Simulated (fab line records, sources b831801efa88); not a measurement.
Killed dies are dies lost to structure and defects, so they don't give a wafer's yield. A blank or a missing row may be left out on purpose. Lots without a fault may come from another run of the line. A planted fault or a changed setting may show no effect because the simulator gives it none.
Which tool did it? | flow sky130 | 7 lots, 21 wafers sampled, at 2 steps of a route of 708

WHAT THE GAUGES READ, wafer by wafer
SKY_SONOS_TUNNEL_CD_MEAS_07: target cd 410 nm.
lot  | measured     | on        | cd_nm (nm)
L209 | day 11 14:58 | cd_sem-02 | 409.1 408.1 408.7
L212 | day 12 15:46 | cd_sem-01 | 410.4 410.2 412.2
L214 | day 13 17:01 | cd_sem-01 | 409.4 412.8 413.3
L215 | day 13 21:50 | cd_sem-02 | 412.1 412.4 413.2
L221 | day 15 22:28 | cd_sem-02 | 412.2 413.4 413.2
L225 | day 17 03:11 | cd_sem-01 | 382.8 385.2 385.2
L230 | day 18 12:07 | cd_sem-02 | 408.2 410.6 412.2

WHICH TOOL RAN EACH LOT (tool, then ch and the chambers of the sampled wafers, then the start)
lot  | SKY_SONOS_TUNNEL_DEVELOP_06
L209 | litho_track-04 ch 0, day 11 14:49
L212 | litho_track-04 ch 0, day 12 15:37
L214 | litho_track-01 ch 0, day 13 16:53
L215 | litho_track-01 ch 0, day 13 21:41
L221 | litho_track-04 ch 0, day 15 22:19
L225 | litho_track-03 ch 0, day 17 03:02
L230 | litho_track-04 ch 0, day 18 11:58
- SKY_SONOS_TUNNEL_DEVELOP_06: develop time 60 s.

THE ANSWER, worked out from the rows above alone
Rule: what is usual is taken from the lots themselves. Put in order of their means at a reading, lots are off if they are a third of the lots or fewer, leave a main group of 4 or more, and stand apart from it by a gap of 3 or more times the standard deviation of the main group's means; of several such gaps the widest counts. A main group whose means are all the same, to the digits that the tables above print for the reading, isn't used. A lot without any number at a reading at which 4 lots or more have one is off too. The other lots that the step has rows for count as sound.
Off: L225, at SKY_SONOS_TUNNEL_CD_MEAS_07 (cd_nm). The main group: mean 411.2 nm, standard deviation 1.5.
A tool fits if, at a process step before that reading, it ran every lot that is off, and no sound lot after the first of them. The gauges at SKY_SONOS_TUNNEL_CD_MEAS_07 are tried like those tools. Can't be told from this: 2 tools fit, litho_track-03 at SKY_SONOS_TUNNEL_DEVELOP_06, cd_sem-01 at SKY_SONOS_TUNNEL_CD_MEAS_07.

WHAT THE SIMULATOR HAD PUT IN
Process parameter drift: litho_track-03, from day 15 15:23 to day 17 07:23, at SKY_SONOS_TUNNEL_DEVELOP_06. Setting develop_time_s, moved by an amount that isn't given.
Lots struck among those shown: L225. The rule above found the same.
